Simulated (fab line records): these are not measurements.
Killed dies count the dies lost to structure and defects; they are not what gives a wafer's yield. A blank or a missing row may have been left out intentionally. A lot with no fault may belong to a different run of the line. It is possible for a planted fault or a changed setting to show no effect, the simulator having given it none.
Shared-tool check | flow gf180mcu | 33 wafers sampled across 11 lots

## REASON FOR OPENING
At GF_PSD_TW_MEAS_11 the reading PSD_TW is flagged on 3 of 11 lots. Wafers without a fault read 3187, standard deviation 32.
Rule: a lot is flagged when every wafer of it that has a number lies more than 4 standard deviations from that mean, or none has a number. All remaining lots are regarded as sound.

lot  | measured     | on            | PSD_TW, wafer by wafer | flag
L540 | day 14 19:32 | film metro-04 | 3237 3236 3230         |
L541 | day 14 21:48 | film metro-04 | 3250 3249 3256         |
L542 | day 15 05:07 | film metro-02 | 3184 3199 3173         |
L545 | day 16 10:46 | film metro-01 | 3162 3159 3155         |
L549 | day 18 01:25 | film metro-02 | 3191 3194 3187         |
L550 | day 18 01:43 | film metro-01 | 3154 3155 3150         |
L554 | day 19 13:53 | film metro-01 | 2939 2937 2948         | FLAGGED
L555 | day 19 23:17 | film metro-04 | 3245 3238 3241         |
L556 | day 20 05:10 | film metro-01 | 2937 2938 2942         | FLAGGED
L559 | day 21 07:13 | film metro-02 | 2971 2966 2973         | FLAGGED
L562 | day 22 03:56 | film metro-01 | 3178 3167 3168         |
The numbers of the flagged lots are 2950 on average: -237 against the usual, or -7 standard deviations.

## WHICH TOOL EACH LOT WENT THROUGH
The record holds 2 process steps before the reading, out of a route of 602 steps. Every cell lists first the tool, next ch and the chambers used by the sampled wafers, and last the start.
lot  | flag    | GF_PSD_IMPLANT_09               | GF_PSD_STRIP_10
L540 |         | implanter-01 ch 0, day 14 19:19 | plasma asher-04 ch 0,1, day 14 19:26
L541 |         | implanter-02 ch 0, day 14 21:33 | plasma asher-01 ch 0,1, day 14 21:42
L542 |         | implanter-01 ch 0, day 15 04:53 | plasma asher-02 ch 0,1, day 15 05:00
L545 |         | implanter-01 ch 0, day 16 10:31 | plasma asher-01 ch 0, day 16 10:40
L549 |         | implanter-02 ch 0, day 18 01:11 | plasma asher-01 ch 0,1, day 18 01:19
L550 |         | implanter-03 ch 0, day 18 01:29 | plasma asher-04 ch 0,1, day 18 01:37
L554 | FLAGGED | implanter-01 ch 0, day 19 13:40 | plasma asher-02 ch 0,1, day 19 13:47
L555 |         | implanter-03 ch 0, day 19 23:04 | plasma asher-02 ch 0,1, day 19 23:11
L556 | FLAGGED | implanter-01 ch 0, day 20 04:55 | plasma asher-02 ch 0,1, day 20 05:04
L559 | FLAGGED | implanter-01 ch 0, day 21 06:58 | plasma asher-02 ch 0,1, day 21 07:07
L562 |         | implanter-02 ch 0, day 22 03:41 | plasma asher-01 ch 0,1, day 22 03:50
What the steps here do:
- GF_PSD_IMPLANT_09
- GF_PSD_STRIP_10: strips in O2/N2.
- GF_PSD_TW_MEAS_11

## FLAGGED OVER TOTAL, TOOL BY TOOL (the gauges that took the reading come last)
step              | tool            | lots run | flagged | share of the flagged lots | sound lots run after its first flagged lot
GF_PSD_IMPLANT_09 | implanter-01    | 6        | 3       | all                       | 0
GF_PSD_IMPLANT_09 | implanter-02    | 3        | 0       | none                      | -
GF_PSD_IMPLANT_09 | implanter-03    | 2        | 0       | none                      | -
GF_PSD_STRIP_10   | plasma asher-01 | 4        | 0       | none                      | -
GF_PSD_STRIP_10   | plasma asher-02 | 5        | 3       | all                       | 1 (L555)
GF_PSD_STRIP_10   | plasma asher-04 | 2        | 0       | none                      | -
GF_PSD_TW_MEAS_11 | film metro-01   | 5        | 2       | some                      | 1 (L562)
GF_PSD_TW_MEAS_11 | film metro-02   | 3        | 1       | some                      | 0
GF_PSD_TW_MEAS_11 | film metro-04   | 3        | 0       | none                      | -

## WHAT THE TABLE PERMITS
Rows of the table that ran all the flagged lots, 2 in number: implanter-01 at GF_PSD_IMPLANT_09; plasma asher-02 at GF_PSD_STRIP_10.
- implanter-01 at GF_PSD_IMPLANT_09 ran 6 lots, 3 of them flagged. A fault beginning between L545 (day 16 10:31), its last sound lot, and L554 (day 19 13:40), its first flagged one, fits the data. Its own readings (beam energy keV) fall more than 4 standard deviations out on all wafers of the flagged lots.
- plasma asher-02 at GF_PSD_STRIP_10 ran 5 lots, 3 of them flagged. Lots that were sound ran on it after the first flagged one (L555); a persistent fault on the entire tool would not allow that. Its own readings (strip time to endpoint s) fall more than 4 standard deviations out on all wafers of the flagged lots.
Just one tool remains: implanter-01 at GF_PSD_IMPLANT_09.

## WHAT THE SIMULATOR PUT IN
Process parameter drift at GF_PSD_IMPLANT_09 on implanter-01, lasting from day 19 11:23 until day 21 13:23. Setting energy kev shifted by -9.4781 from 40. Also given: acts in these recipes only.
Struck lots among those shown: L554, L556, L559. The rule above reached the same finding.
